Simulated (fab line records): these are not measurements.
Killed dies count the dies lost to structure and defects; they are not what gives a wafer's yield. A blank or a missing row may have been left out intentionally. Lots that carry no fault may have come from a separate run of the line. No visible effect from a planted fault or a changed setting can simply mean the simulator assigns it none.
The tool behind it: which one? ; flow gf180mcu ; Sampling: 14 lots, 42 wafers, 2 of 602 route steps

## WHAT EACH GAUGE READ, for each wafer
GF_CONTACT_BOW_MEAS_05. Usual: CONTACT_BOW gives 65 um (standard deviation 6.8).
lot;measured;on;CONTACT_BOW (um);flag
L502;day 15 12:37;film_metro-02;60 57 65;
L503;day 15 16:41;film_metro-02;70 57 68;
L504;day 16 04:06;film_metro-04;65 71 67;
L509;day 17 15:52;film_metro-04;65 76 81;
L512;day 18 20:40;film_metro-01;70 69 62;
L513;day 19 08:37;film_metro-02;72 58 62;
L514;day 19 17:46;film_metro-01;72 70 65;
L516;day 20 23:56;film_metro-04;68 68 67;
L520;day 22 02:29;film_metro-04;74 64 69;
L521;day 22 10:16;film_metro-02;61 76 72;
L523;day 22 14:07;film_metro-01;68 59 67;
L522;day 22 17:36;film_metro-04;64 67 70;
L524;day 23 05:10;film_metro-01;65 65 56;
L525;day 23 13:44;film_metro-04;70 64 65;

## TOOL THAT RAN EACH LOT (tool first, then ch and the chambers of the sampled wafers, then the start)
lot;GF_HV_LDD_IMPLANT_35
L502;implanter-04 ch 0, day 11 21:07
L503;implanter-02 ch 0, day 12 00:05
L504;implanter-04 ch 0, day 12 10:11
L509;implanter-04 ch 0, day 13 17:43
L512;implanter-03 ch 0, day 14 20:34
L513;implanter-02 ch 0, day 15 06:52
L514;implanter-03 ch 0, day 15 15:49
L516;implanter-02 ch 0, day 16 18:17
L520;implanter-02 ch 0, day 17 21:24
L521;implanter-04 ch 0, day 18 03:11
L523;implanter-04 ch 0, day 18 07:51
L522;implanter-04 ch 0, day 18 11:37
L524;implanter-04 ch 0, day 19 01:07
L525;implanter-03 ch 0, day 19 08:38
- GF_HV_LDD_IMPLANT_35

## WHAT THE TOOLS THEMSELVES READ (means of the sampled wafers that have a number; where no wafer has one, the mark that the record gives instead)
GF_HV_LDD_IMPLANT_35. Usual: dose_ions_cm2 7.498e+12, standard deviation 8.9e+09; rotation_deg 180.00 degrees, standard deviation 0.052.
lot;tool;dose_ions_cm2;rotation_deg (degrees);flag
L502;implanter-04;7.492e+12;180.04;
L503;implanter-02;7.501e+12;180.00;
L504;implanter-04;7.509e+12;179.99;
L509;implanter-04;7.503e+12;180.00;
L512;implanter-03;7.493e+12;251.88;OFF
L513;implanter-02;7.499e+12;180.01;
L514;implanter-03;7.496e+12;251.85;OFF
L516;implanter-02;7.498e+12;180.00;
L520;implanter-02;7.501e+12;179.98;
L521;implanter-04;7.497e+12;179.98;
L523;implanter-04;7.488e+12;180.00;
L522;implanter-04;7.494e+12;179.96;
L524;implanter-04;7.504e+12;180.02;
L525;implanter-03;7.493e+12;180.06;

## THE ANSWER, worked out from the rows above alone
Rule: take the mean of a lot's wafers that have a number; if it is more than 3 standard deviations from the usual mean, the lot is off. A lot without any number at a reading at which 4 lots or more have one is off too. Where the step has rows for the other lots, those lots are counted as sound. The gauges are gone through in route order, then the tools' own readings, and for those a lot's mean is taken as printed above. The first step at which some lot is off is used, and at that step the reading that is off furthest; a lot without a number counts as furthest.
Off: L512, L514 (GF_HV_LDD_IMPLANT_35, rotation_deg).
If a tool, at that step or one of the process steps before it, ran each lot that is off and ran no sound lot following the first of them, it fits. No candidate that was tried fits.

## WHAT THE SIMULATOR HAD PUT IN
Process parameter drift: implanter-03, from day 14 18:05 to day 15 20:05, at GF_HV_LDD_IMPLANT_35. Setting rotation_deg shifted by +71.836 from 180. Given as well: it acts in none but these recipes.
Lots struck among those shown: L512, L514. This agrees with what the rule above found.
